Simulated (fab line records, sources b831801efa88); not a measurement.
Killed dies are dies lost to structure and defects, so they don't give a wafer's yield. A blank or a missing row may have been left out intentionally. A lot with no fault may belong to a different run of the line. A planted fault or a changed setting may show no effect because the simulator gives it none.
A struck lot beside a sound one    flow sky130    23 steps out of a route of 708
Sound: these wafers, L989.1, L989.4, L989.6. The struck wafers were L986.1, L986.3, L986.5. At the end, the cause is stated.
Per side, at each step with rows, come the tool, then ch with its chambers, and then its first start. Under that, the readings that differ: sound wafers    struck wafers    difference of the means    sigmas: that difference in standard deviations of wafers without a fault.
alike: same words and numbers on both sides, and readings whose means sit less than 2 such deviations apart. not compared: any withheld reading, any reading some wafer has no value for, any bound like >300 that may hide the same value, and any number with overlapping values for which the record gives no deviation.
A row with sigmas, a row that says differs or no value, or rows on one side alone: a step with any of these is where the two part. Non-overlapping numbers with no deviation appear without sigmas and do not part them. A reading missing from all wafers of one side parts the sides only when that side holds two or more wafers.

first, 8 steps without rows for these wafers: SKY_LDD_N_IMPLANT_08; SKY_LDD_N_IMPLANT_09; SKY_LDD_N_IMPLANT_10; SKY_LDD_N_IMPLANT_11; SKY_LDD_N_IMPLANT_12; SKY_LDD_N_IMPLANT_13; SKY_LDD_N_IMPLANT_14; SKY_LDD_N_IMPLANT_15.
SKY_LDD_N_STRIP_16: strips in O2/N2.
  sound on plasma-asher-03 ch 0,1, day 25 00:58; struck on plasma-asher-03 ch 0,1, day 24 03:44
  alike: drypump-motor-current-A, n2-flow-sccm, oes-product-au, strip-time-to-endpoint-s
  not compared: rf-hours-counter-h
SKY_LDD_N_TW_MEAS_17:
  sound: film-metro-02 at day 25 01:04; struck: film-metro-02 at day 24 03:50
  alike: LDD_N_TW
then, 2 steps without rows for these wafers: SKY_LDD_P_DEHYDRATE_00 (time 60 s); SKY_LDD_P_HMDS_01 (prime time 60 s).
SKY_LDD_P_COAT_02: resist thk 1140 nm.
  sound on litho-track-04 ch 0, day 25 16:23; struck on litho-track-02 ch 0, day 24 18:29
reading                                     sound                 struck                difference  sigmas
spin-speed-rpm (rpm)                        2998.5 2996.3 2999.7  3295.5 3297.0 3296.0  +298.0      +99 or more
model.NOVOLAK_of_LDD_P_COAT_02.thk-nm (nm)  1137 1137 1141        1087 1085 1088        -52         
  alike: exhaust-pa
then, 3 steps without rows for these wafers: SKY_LDD_P_SOFTBAKE_03 (time 60 s); SKY_LDD_P_EXPOSE_04 (exposes mask PSDM, target cd 380 nm); SKY_LDD_P_PEB_05.
SKY_LDD_P_DEVELOP_06: develop time 60 s.
  sound on litho-track-03 ch 0, day 26 07:30; struck on litho-track-02 ch 0, day 25 10:02
reading                                     sound           struck          difference  sigmas
model.NOVOLAK_of_LDD_P_COAT_02.thk-nm (nm)  1136 1136 1141  1087 1085 1088  -51         
  alike: exhaust-pa
SKY_LDD_P_CD_MEAS_07 targets a cd of 380 nm.
  sound: cd-sem-01 at day 26 07:39; struck: cd-sem-01 at day 25 10:11
  alike: cd-nm
SKY_LDD_P_OVL_MEAS_08:
  sound: overlay-01 at day 26 07:46; struck: overlay-01 at day 25 10:18
  alike: LDD_P_OVL
after that, 1 step had no rows for these wafers: SKY_LDD_P_IMPLANT_09.
SKY_LDD_P_STRIP_10: strips in O2/N2.
  sound on plasma-asher-01 ch 1, day 26 07:58; struck on plasma-asher-03 ch 0,1, day 25 10:29
reading                       sound              struck             difference  sigmas
strip-time-to-endpoint-s (s)  14.15 14.16 14.17  13.54 13.54 13.55  -0.62       -15
  alike: drypump-motor-current-A, n2-flow-sccm, oes-product-au
  not compared: rf-hours-counter-h
SKY_LDD_P_TW_MEAS_11:
  sound: film-metro-02 at day 26 08:04; struck: film-metro-02 at day 25 10:35
  alike: LDD_P_TW
-- the record jumps here: 25 days lie between the struck wafers' starts before and after (it left off in module LDD_P and takes up again in module PAD_OPEN, whose first step shown is number 708 of the route) --
SKY_PAD_OPEN_PROBE_99:
  record: rows for the struck wafers here (prober-01, day 50 08:09), none for the sound ones

WHERE THEY PART
At SKY_LDD_P_COAT_02 first; at SKY_PAD_OPEN_PROBE_99 last (within this record only).

WHY: what the simulator had put in
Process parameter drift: litho-track-02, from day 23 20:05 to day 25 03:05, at SKY_LDD_P_COAT_02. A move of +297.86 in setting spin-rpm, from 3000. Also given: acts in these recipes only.
